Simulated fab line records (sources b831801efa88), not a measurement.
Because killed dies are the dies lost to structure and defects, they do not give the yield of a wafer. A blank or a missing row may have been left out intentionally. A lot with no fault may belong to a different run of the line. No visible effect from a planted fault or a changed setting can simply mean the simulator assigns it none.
fab line records	flow sky130
[record] lots = 11	wafers = 33	last_day = 50
route steps=708 shown LOCAL_INTERCONNECT@389 CONTACT@410 PAD_OPEN@708
lots untouched by any fault: they come from a run of this same line in which no faults occurred
start_h: hours from the record's first day to the start of the lot's first wafer shown	wait_h: how many hours have passed since the lot's step before this one	" the same as in the row above	L1.1+2: a single row standing in for several wafers	- either no value or no given start	* or withheld: withheld	< > ~ a bound
route shown NAME@n: names a module that has steps shown in the file, with the first one's number in the route	usual: average and standard deviation across the fault-free wafers	same: alike in all rows	chamber/n: place in a boat	sites: readings site by site	_std_site: how widely they spread, as a standard deviation	_edge_site: inner sites' mean taken away from outer sites' mean	radius_mm: for every site, how far away it sits from the centre of the wafer	mask NAME#n: copy n	behind: the tool/chamber that last shaped the wafer	hold: why the lot was held/for how many hours/how that ended	device: which transistor (n, p or np) failed to switch	end of line: tests of these same wafers at the route's end	for a step that has no rows: nothing shown but its recipe	killed: at the first sort, the dies lost to defects and structure; wafer yield is something else	map: dies across one wafer; x = killed, . = not, _ = none there
set.NAME: setting as actually run; set.NAME@STEP: the setting as run at that earlier step	model.NAME: the simulator's own value behind a step, which no gauge read
a sample of lots followed through the steps of the route, with each step as a table and each wafer as a row
services: from which hour (start_h, from the record's first day; less than 0 if before it) a tool's chamber was out of use, for how many hours, and why
[[steps]]
[step SKY_LOCAL_INTERCONNECT_THK_MEAS_02]
[recipe] thk_meas_gauge = xrf	reads = TiN_of_LOCAL_INTERCONNECT_SPUTTER_00
[usual] LOCAL_INTERCONNECT_TIN_THK = 99.5/1.2
lot.wafer	tool	chamber	start_h	wait_h	LOCAL_INTERCONNECT_TIN_THK[nm]
L814.1	film_metro-04	-	696.42	0.1	100.8
L814.2	"	-	"	"	100.7
L814.4	"	-	"	"	101.0
L813.1	film_metro-03	-	700.01	0.1	98.1
L813.5	"	-	"	"	99.1
L813.6	"	-	"	"	100.7
L816.1	film_metro-04	-	705.08	0.1	99.7
L816.2	"	-	"	"	100.3
L816.5	"	-	"	"	98.2
L817.1	film_metro-03	-	720.15	0.1	99.0
L817.4	"	-	"	"	99.6
L817.6	"	-	"	"	101.2
L821.2	film_metro-03	-	756.97	0.1	99.5
L821.4	"	-	"	"	99.3
L821.6	"	-	"	"	98.8
L823.3	film_metro-04	-	775.60	0.1	98.7
L823.5	"	-	"	"	98.0
L823.6	"	-	"	"	97.0
L831.1	film_metro-01	-	837.21	0.1	101.7
L831.3	"	-	"	"	99.8
L831.6	"	-	"	"	99.0
L833.1	film_metro-03	-	837.91	0.1	99.6
L833.4	"	-	"	"	100.6
L833.6	"	-	"	"	99.3
L832.1	film_metro-01	-	847.86	0.1	99.6
L832.3	"	-	"	"	100.2
L832.5	"	-	"	"	99.7
L834.2	film_metro-04	-	853.87	0.1	102.0
L834.5	"	-	"	"	99.6
L834.6	"	-	"	"	101.1
L835.2	film_metro-03	-	857.74	0.1	97.8
L835.3	"	-	"	"	99.6
L835.4	"	-	"	"	97.4
[step SKY_LOCAL_INTERCONNECT_ETCH_13]
[recipe] chemistry = N2/H2	target = BARC	ion_energy_ev = 200	bias_w = 100	pressure_mtorr = 30	n2_flow_sccm = 100	h2_flow_sccm = 200	icp_w = 500	stop_on = SiO2	time_s = 45.9	target_depth_a = 600
[usual] drypump_motor_current_A = 5.8/0.73	oes_product_au = 0.856/0.0043	throttle_valve_pct = 13.225/0.0086
lot.wafer	tool	chamber	start_h	wait_h	drypump_motor_current_A	oes_product_au	rf_hours_counter_h	throttle_valve_pct
L814.1	rie_metal-03	1	723.98	0.0	5.4	0.856	3	13.220
L814.2	"	0	"	"	6.8	0.850	0	13.215
L814.4	"	1	"	"	5.5	0.850	-	13.223
L813.1	rie_metal-03	0	727.08	0.0	6.9	0.855	1	13.218
L813.5	"	0	"	"	6.8	0.846	-	13.223
L813.6	"	0	"	"	6.8	0.861	-	13.244
L816.1	rie_metal-02	1	732.24	0.0	5.1	0.864	1	13.224
L816.2	"	0	"	"	5.7	0.862	9	13.224
L816.5	"	1	"	"	5.1	0.855	-	13.211
L817.1	rie_metal-02	1	747.79	0.0	5.1	0.854	1	13.234
L817.4	"	1	"	"	5.1	0.854	-	13.210
L817.6	"	0	"	"	5.7	0.852	-	13.212
L821.2	rie_metal-02	0	784.44	0.0	5.7	0.857	11	13.212
L821.4	"	1	"	"	5.1	0.860	-	13.214
L821.6	"	0	"	"	5.7	0.858	-	13.227
L823.3	rie_metal-02	1	801.95	0.0	5.1	0.857	-	13.234
L823.5	"	1	"	"	5.1	0.855	-	13.231
L823.6	"	0	"	"	5.7	0.859	-	13.237
L831.1	rie_metal-01	0	863.48	0.0	5.9	0.861	15	13.208
L831.3	"	1	"	"	4.9	0.851	-	13.224
L831.6	"	0	"	"	5.9	0.861	-	13.220
L833.1	rie_metal-03	0	864.18	0.0	6.8	0.859	9	13.233
L833.4	"	0	"	"	6.8	0.853	-	13.234
L833.6	"	0	"	"	6.8	0.856	-	13.229
L832.1	rie_metal-02	1	874.73	0.0	5.1	0.860	6	13.229
L832.3	"	0	"	"	5.7	0.853	-	13.216
L832.5	"	0	"	"	5.7	0.853	-	13.225
L834.2	rie_metal-03	0	880.20	0.0	6.8	0.853	-	13.236
L834.5	"	0	"	"	6.8	0.864	-	13.222
L834.6	"	0	"	"	6.8	0.853	-	13.234
L835.2	rie_metal-03	0	884.00	0.0	6.8	0.853	-	13.224
L835.3	"	0	"	"	6.8	0.852	-	13.231
L835.4	"	0	"	"	6.8	0.859	-	13.231
[step SKY_CONTACT_CMP_04]
[recipe] material = SiO2	down_force_psi = 4	platen_rpm = 60	pad_velocity_m_s = 0.94248
[usual] head_pressure_psi = 4.000/0.009	motor_current_A = 11.7/1.1	time_to_endpoint_s = 82/4.6
lot.wafer	tool	chamber	start_h	wait_h	head_pressure_psi	motor_current_A	time_to_endpoint_s
L814.4	cmp-01	1	724.92	0.0	4.010	12.3	88
L814.1	"	2	"	"	4.000	11.3	85
L814.2	"	3	"	"	4.010	10.6	77
L813.1	cmp-01	2	728.25	0.1	4.026	11.4	81
L813.6	"	0	"	"	3.985	13.7	84
L813.5	"	1	"	"	3.997	12.0	86
L816.1	cmp-02	1	733.22	0.1	3.992	12.5	77
L816.2	"	3	"	"	4.004	11.3	77
L816.5	"	0	"	"	4.011	12.4	78
L817.4	cmp-01	3	748.77	0.1	3.999	10.6	79
L817.1	"	1	"	"	3.998	12.2	85
L817.6	"	2	"	"	4.005	11.3	81
L821.4	cmp-02	1	785.41	0.0	4.001	13.1	79
L821.2	"	2	"	"	3.996	9.6	89
L821.6	"	2	"	"	3.984	9.5	89
L823.3	cmp-01	0	803.01	0.2	3.990	12.7	90
L823.5	"	1	"	"	3.997	12.1	81
L823.6	"	2	"	"	1.573	6.9	107
L831.1	cmp-01	3	864.51	0.1	3.999	10.5	75
L831.3	"	0	"	"	3.990	12.6	80
L831.6	"	1	"	"	3.994	11.4	76
L833.4	cmp-01	1	865.27	0.1	3.986	12.2	87
L833.1	"	3	"	"	3.996	10.5	79
L833.6	"	1	"	"	3.998	12.4	87
L832.1	cmp-02	1	875.67	0.1	3.992	12.3	79
L832.3	"	2	"	"	4.006	9.5	90
L832.5	"	2	"	"	4.014	9.9	87
L834.2	cmp-02	2	881.36	0.1	4.006	9.6	88
L834.5	"	0	"	"	3.999	11.8	83
L834.6	"	1	"	"	3.998	11.5	79
L835.4	cmp-01	0	885.04	0.0	4.022	13.1	86
L835.3	"	1	"	"	4.004	11.3	87
L835.2	"	3	"	"	4.005	10.9	83
[step SKY_CONTACT_BOW_MEAS_05]
[recipe] mode = bow
[usual] CONTACT_BOW = 80/6.8
lot.wafer	tool	chamber	start_h	wait_h	CONTACT_BOW[um]
L814.1	film_metro-04	-	725.22	0.2	74
L814.2	"	-	"	"	61
L814.4	"	-	"	"	77
L813.1	film_metro-02	-	728.45	0.1	85
L813.5	"	-	"	"	79
L813.6	"	-	"	"	95
L816.1	film_metro-04	-	733.47	0.2	83
L816.2	"	-	"	"	91
L816.5	"	-	"	"	78
L817.1	film_metro-03	-	749.02	0.1	90
L817.4	"	-	"	"	88
L817.6	"	-	"	"	81
L821.2	film_metro-04	-	785.73	0.2	72
L821.4	"	-	"	"	78
L821.6	"	-	"	"	73
L823.3	film_metro-02	-	803.20	0.1	99
L823.5	"	-	"	"	83
L823.6	"	-	"	"	81
L831.1	film_metro-04	-	864.71	0.1	73
L831.3	"	-	"	"	80
L831.6	"	-	"	"	72
L833.1	film_metro-02	-	865.52	0.1	79
L833.4	"	-	"	"	77
L833.6	"	-	"	"	74
L832.1	film_metro-02	-	875.97	0.2	85
L832.3	"	-	"	"	95
L832.5	"	-	"	"	74
L834.2	film_metro-02	-	881.58	0.2	81
L834.5	"	-	"	"	79
L834.6	"	-	"	"	93
L835.2	film_metro-03	-	885.36	0.1	79
L835.3	"	-	"	"	76
L835.4	"	-	"	"	75
[step SKY_CONTACT_ETCH_17]
[recipe] target = SiO2	chemistry = C4F8/O2/Ar	stop_on = Si3N4	mask_material = KrF-thick	source_w = 1500	bias_w = 1200	pressure_mtorr = 40	c4f8_flow_sccm = withheld	O2_flow_sccm = 6	Ar_flow_sccm = 300	time_s = withheld	target_depth_a = 3400
[usual] oes_product_au = 0.892/0.005
lot.wafer	tool	chamber	start_h	wait_h	oes_product_au
L814.1	rie_diel-03	2	752.92	0.0	0.890
L814.2	"	0	"	"	0.889
L814.4	"	1	"	"	0.900
L813.1	rie_diel-01	2	755.79	0.0	0.895
L813.5	"	2	"	"	0.893
L813.6	"	3	"	"	0.891
L816.1	rie_diel-02	3	761.07	0.0	0.900
L816.2	"	2	"	"	0.894
L816.5	"	3	"	"	0.891
L817.1	rie_diel-03	0	776.05	0.0	0.888
L817.4	"	2	"	"	0.893
L817.6	"	0	"	"	0.889
L821.2	rie_diel-03	0	811.87	0.0	0.895
L821.4	"	2	"	"	0.897
L821.6	"	0	"	"	0.884
L823.3	rie_diel-01	3	830.47	0.0	0.890
L823.5	"	1	"	"	0.896
L823.6	"	2	"	"	1.006
L831.1	rie_diel-01	3	890.43	0.0	0.893
L831.3	"	2	"	"	0.890
L831.6	"	0	"	"	0.894
L833.1	rie_diel-02	2	891.45	0.0	0.889
L833.4	"	0	"	"	0.885
L833.6	"	2	"	"	0.896
L832.1	rie_diel-03	0	901.13	0.0	0.892
L832.3	"	1	"	"	0.898
L832.5	"	3	"	"	0.891
L834.2	rie_diel-02	2	906.92	0.0	0.899
L834.5	"	2	"	"	0.888
L834.6	"	3	"	"	0.892
L835.2	rie_diel-03	2	910.93	0.0	0.885
L835.3	"	1	"	"	0.886
L835.4	"	3	"	"	0.897
[step SKY_CONTACT_ETCH_18]
[recipe] target = Si3N4	chemistry = CHF3/O2	stop_on = TiN	source_w = 600	bias_w = 200	pressure_mtorr = 40	chf3_flow_sccm = 50	O2_flow_sccm = 5	time_s = 39	target_depth_a = 750
[usual] drypump_motor_current_A = 5.8/0.43	oes_product_au = 0.853/0.0081	throttle_valve_pct = 8.793/0.0086
lot.wafer	tool	chamber	start_h	wait_h	drypump_motor_current_A	oes_product_au	rf_hours_counter_h	throttle_valve_pct
L814.1	rie_diel-03	2	-	-	5.7	0.841	8	8.794
L814.2	"	0	"	"	5.4	0.847	4	8.797
L814.4	"	1	"	"	6.1	0.857	11	8.779
L813.1	rie_diel-01	2	-	-	5.6	0.852	17	8.791
L813.5	"	2	"	"	5.6	0.852	-	8.787
L813.6	"	3	"	"	5.9	0.857	-	8.781
L816.1	rie_diel-02	3	-	-	5.5	0.849	9	8.797
L816.2	"	2	"	"	5.5	0.848	4	8.790
L816.5	"	3	"	"	5.5	0.858	-	8.791
L817.1	rie_diel-03	0	-	-	5.4	0.855	5	8.784
L817.4	"	2	"	"	5.7	0.852	9	8.810
L817.6	"	0	"	"	5.4	0.842	-	8.793
L821.2	rie_diel-03	0	-	-	5.3	0.850	6	8.794
L821.4	"	2	"	"	5.7	0.856	10	8.796
L821.6	"	0	"	"	5.3	0.845	-	8.791
L823.3	rie_diel-01	3	-	-	6.0	0.859	7	8.789
L823.5	"	1	"	"	6.6	0.860	-	8.813
L823.6	"	2	"	"	5.6	0.815	-	8.778
L831.1	rie_diel-01	3	-	-	6.0	0.838	9	8.783
L831.3	"	2	"	"	5.6	0.844	22	8.795
L831.6	"	0	"	"	6.0	0.846	-	8.794
L833.1	rie_diel-02	2	-	-	5.4	0.862	8	8.781
L833.4	"	0	"	"	6.1	0.850	11	8.796
L833.6	"	2	"	"	5.4	0.861	-	8.807
L832.1	rie_diel-03	0	-	-	5.4	0.865	9	8.792
L832.3	"	1	"	"	6.1	0.866	16	8.798
L832.5	"	3	"	"	4.9	0.871	-	8.778
L834.2	rie_diel-02	2	-	-	5.4	0.848	9	8.779
L834.5	"	2	"	"	5.5	0.850	-	8.778
L834.6	"	3	"	"	5.5	0.860	-	8.791
L835.2	rie_diel-03	2	-	-	5.7	0.840	14	8.777
L835.3	"	1	"	"	6.1	0.849	16	8.778
L835.4	"	3	"	"	4.9	0.845	15	8.794
[step SKY_PAD_OPEN_PROBE_99]
[usual] killed_at_M0_to_M3 = 44/7.3	killed_at_M4_up = 3.5/1.8	killed_at_contacts = 24/5.8	killed_at_front_end = 16/4.3	killed_at_other = 0.5/0.68	killed_dies = 88/9.4	killed_on_rim = 17/3.7	killed_open = 48/6.8	killed_short = 40/6.1
[same] gross_dies = 492	killed_at_back_side = 0
lot.wafer	tool	chamber	start_h	wait_h	killed_at_M0_to_M3	killed_at_M4_up	killed_at_contacts	killed_at_front_end	killed_at_other	killed_dies	killed_on_rim	killed_open	killed_short
L821.2	prober-01	-	1133.92	0.1	58	5	24	15	0	102	18	57	45
L821.4	prober-01	-	1134.02	0.2	55	1	27	18	0	101	20	47	53
L821.6	prober-01	-	1134.12	0.2	43	3	18	17	0	81	16	43	38
L823.3	prober-01	-	1146.56	0.2	50	8	16	18	0	92	18	56	35
L823.5	prober-01	-	1146.66	0.2	48	2	16	15	1	82	18	45	35
L823.6	prober-01	-	1146.71	0.2	57	2	407	17	2	485	93	50	44
// killed by level:class
L821.2 VIA3:geometric_particle:open=12 VIA1:geometric_particle:open=10 LI_CONTACT:geometric_particle:open=9 CONTACT:geometric_particle:open=6 FIELD_ISO:geometric_particle:short=5 CONTACT:geometric_particle:short=5 VIA1:geometric_particle:short=5 VIA3:geometric_particle:short=5
L821.4 VIA1:geometric_particle:open=14 CONTACT:geometric_particle:open=9 METAL2:geometric_particle:short=9 CONTACT:geometric_particle:short=8 VIA3:geometric_particle:open=7 POLY_GATE:geometric_particle:short=7 VIA3:geometric_particle:short=7 METAL1:geometric_particle:short=6
L821.6 VIA3:geometric_particle:open=10 VIA1:geometric_particle:open=9 VIA2:geometric_particle:open=8 CONTACT:geometric_particle:open=7 CONTACT:geometric_particle:short=6 POLY_GATE:geometric_particle:short=5 METAL2:geometric_particle:short=5 FIELD_ISO:geometric_particle:open=4
L823.3 VIA2:geometric_particle:open=10 VIA1:geometric_particle:open=9 CONTACT:geometric_particle:open=8 VIA3:geometric_particle:open=7 VIA1:geometric_particle:short=6 FIELD_ISO:geometric_particle:open=5 POLY_GATE:geometric_particle:short=4 METAL4:geometric_particle:short=4
L823.5 METAL1:geometric_particle:short=14 VIA3:geometric_particle:open=8 VIA2:geometric_particle:open=7 CONTACT:geometric_particle:open=6 FIELD_ISO:geometric_particle:open=5 VIA1:geometric_particle:short=5 CONTACT:geometric_particle:short=4 METAL1:geometric_particle:open=4
L823.6 CONTACT:area_cmp=389 VIA1:geometric_particle:open=15 METAL1:geometric_particle:short=8 CONTACT:geometric_particle:open=7 VIA2:geometric_particle:open=7 VIA1:geometric_particle:short=6 LI_CONTACT:geometric_particle:open=6 METAL2:geometric_particle:short=6
[[services]]
tool	chamber	start_h	hours	kind
rie_diel-03	2	720.22	1.3	repair
rie_metal-02	0	722.00	6.7	repair
rie_diel-02	3	723.93	10.6	repair
rie_metal-03	1	725.28	5.0	repair
rie_diel-01	0	740.71	16.5	repair
rie_metal-03	1	740.73	168.5	repair
cmp-01	-	744.02	4.0	pm
rie_diel-01	1	752.20	6.7	repair
rie_diel-01	3	777.97	32.2	repair
cmp-01	-	783.15	0.3	repair
rie_diel-01	0	800.71	4.4	repair
rie_diel-02	1	807.86	5.5	repair
rie_metal-03	0	812.66	2.0	repair
rie_diel-01	-	827.40	2.8	pm
rie_diel-02	2	844.96	7.2	repair
rie_diel-03	-	852.50	1.5	repair
rie_diel-03	2	861.37	11.7	repair
rie_diel-01	1	864.55	8.2	repair
rie_diel-02	-	874.98	0.5	repair
cmp-01	-	876.30	3.9	pm
rie_diel-03	1	886.51	6.2	repair
rie_diel-03	2	897.97	2.9	repair
cmp-01	-	903.75	0.4	repair
rie_diel-01	-	908.82	0.8	repair
[[key]]
[first_sign] step = SKY_CONTACT_CMP_04	reading = head_pressure_psi	direction = down	sigmas = 99+	usual = 4.000	struck = 1.573
[effect] step = SKY_CONTACT_CMP_04	reading = time_to_endpoint_s	direction = up	sigmas = 5.3	usual = *	struck = *
[effect] step = SKY_CONTACT_ETCH_17	reading = oes_product_au	direction = up	sigmas = 23	usual = 0.892	struck = 1.006
[effect] step = SKY_CONTACT_ETCH_18	reading = oes_product_au	direction = down	sigmas = 4.7	usual = 0.853	struck = 0.815
[effect] step = SKY_PAD_OPEN_PROBE_99	reading = killed_at_contacts	direction = up	sigmas = 66	usual = 24	struck = 407
[more_kills_born_at] SKY_CONTACT_CMP_04@cmp-01 = 389
met_at SKY_CONTACT_CMP_04
struck_lots L823
struck_wafers L823.6
later_rows_left_out L823.6
tester_left_out L823
not_acting_at SKY_LOCAL_INTERCONNECT_THK_MEAS_02,SKY_LOCAL_INTERCONNECT_ETCH_13,SKY_CONTACT_BOW_MEAS_05
onset_between 748.77 803.01
[fault] kind = process_parameter_drift	tool = cmp-01	chamber = 2	onset_h = 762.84	steps = SKY_CONTACT_CMP_04	channel = down_force_psi	offset = -2.4323	shape = step	end_h = 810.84	acts_in = these_recipes_only	stated = 4
// tester_left_out: of these lots the tester's yield and bins aren't shown, on N5 and GAA mostly nor the transistor test; their killed dies are dies lost to structure and defects alone, not to doping, threshold or leakage, so they don't give the yield
// later_rows_left_out: the simulator's readings of these wafers behind a module that went badly wrong aren't trusted and aren't shown, but for the sort
